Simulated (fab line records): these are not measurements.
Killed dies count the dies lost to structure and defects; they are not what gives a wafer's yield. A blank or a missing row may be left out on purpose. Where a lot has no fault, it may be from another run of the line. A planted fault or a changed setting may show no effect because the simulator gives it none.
Matching of chambers | flow sky130 | 4 sister chambers for SKY_CONTACT_CMP_27 on cmp-01
The step polishes, stops on SiO2, t overpolish 15 s, target thk 0 nm. 30 wafers are shown with their chamber, then 12 later ones without.

EACH WAFER AND ITS CHAMBER
wafer  | chamber | motorCurrentA (A) | timeToEndpointS (s) | retainingRingPressureFrac
L074.1 | 3       | 9.8               | 85                  | 0.997
L074.5 | 3       | 10.6              | 90                  | 0.994
L074.6 | 0       | 10.8              | 85                  | 0.997
L075.3 | 3       | 10.0              | 85                  | 0.993
L075.4 | 1       | 11.1              | 81                  | 0.997
L075.5 | 1       | 11.2              | 79                  | 1.002
L076.2 | 0       | 10.4              | 86                  | 0.999
L076.5 | 3       | 9.8               | 91                  | 0.997
L076.6 | 0       | 10.3              | 84                  | 0.990
L077.1 | 2       | 9.9               | 81                  | 1.002
L077.2 | 3       | 9.6               | 84                  | 0.992
L077.4 | 0       | 10.6              | 83                  | 0.997
L084.4 | 0       | 9.9               | 80                  | 1.006
L084.5 | 1       | 11.8              | 82                  | 0.996
L084.6 | 2       | 9.7               | 81                  | 1.000
L085.1 | 2       | 9.8               | 84                  | 0.999
L085.2 | 0       | 10.3              | 83                  | 0.996
L085.6 | 3       | 10.5              | 85                  | 0.994
L086.2 | 0       | 10.7              | 83                  | 1.006
L086.4 | 3       | 9.6               | 90                  | 0.999
L086.5 | 0       | 11.2              | 85                  | 0.994
L088.1 | 0       | 10.4              | 81                  | 1.004
L088.2 | 1       | 11.5              | 79                  | 1.001
L088.3 | 3       | 9.6               | 82                  | 0.993
L090.3 | 1       | 10.6              | 78                  | 1.002
L090.5 | 2       | 9.8               | 79                  | 0.996
L090.6 | 1       | 11.4              | 79                  | 1.001
L091.1 | 3       | 9.9               | 89                  | 1.006
L091.3 | 2       | 9.7               | 84                  | 1.000
L091.6 | 3       | 9.8               | 87                  | 1.002

SIGNATURES (averages over the wafers above)
reading                   | chamber 0 | chamber 1 | chamber 2 | chamber 3 | scatter within a chamber
motorCurrentA             | 10.511    | 11.267    | 9.780     | 9.920     | 0.346
timeToEndpointS           | 83.33     | 79.67     | 81.80     | 86.80     | 2.35
retainingRingPressureFrac | 0.99878   | 0.99983   | 0.99940   | 0.99670   | 0.00431
Rule: for a wafer and a chamber, the distance is found by dividing, reading by reading, the gap between the wafer's reading and the chamber's mean by the reading's scatter, squaring, summing and taking the root. The wafer belongs to the nearest chamber; if the next one is less than 2 further off, it can't be placed. The scatter is the square root of a quotient: the sum, over the shown wafers, of each reading's squared deviation from its chamber's mean, divided by wafers minus chambers.

WAFERS WITH NO CHAMBER GIVEN
wafer  | motorCurrentA (A) | timeToEndpointS (s) | retainingRingPressureFrac
L093.1 | 10.5              | 84                  | 0.993
L093.3 | 11.3              | 83                  | 0.993
L093.4 | 10.4              | 82                  | 1.005
L095.1 | 10.7              | 77                  | 0.993
L095.4 | 10.1              | 82                  | 0.997
L095.5 | 9.9               | 79                  | 0.989
L096.2 | 11.0              | 79                  | 1.009
L096.3 | 9.6               | 79                  | 0.999
L096.6 | 10.1              | 80                  | 1.003
L097.3 | 10.5              | 80                  | 0.999
L097.4 | 10.4              | 84                  | 1.010
L097.6 | 11.0              | 78                  | 1.001

EACH ONE'S CHAMBER
wafer  | from the rows above               | in truth
L093.1 | can't be placed: 0 or 3 or 2 or 1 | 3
L093.3 | can't be placed: 1 or 0           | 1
L093.4 | can't be placed: 0 or 2 or 1 or 3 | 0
L095.1 | can't be placed: 1 or 0 or 2      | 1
L095.4 | can't be placed: 2 or 0 or 3      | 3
L095.5 | can't be placed: 2 or 0 or 3 or 1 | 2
L096.2 | can't be placed: 1 or 0           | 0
L096.3 | can't be placed: 2 or 0           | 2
L096.6 | can't be placed: 2 or 0 or 3 or 1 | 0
L097.3 | can't be placed: 0 or 2 or 1 or 3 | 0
L097.4 | can't be placed: 0 or 2 or 3 or 1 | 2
L097.6 | can't be placed: 1 or 0           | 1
0 of 12 placed correctly. These rows do not allow placing 12 (true chamber among the candidates in 12). Placed wrongly: 0.
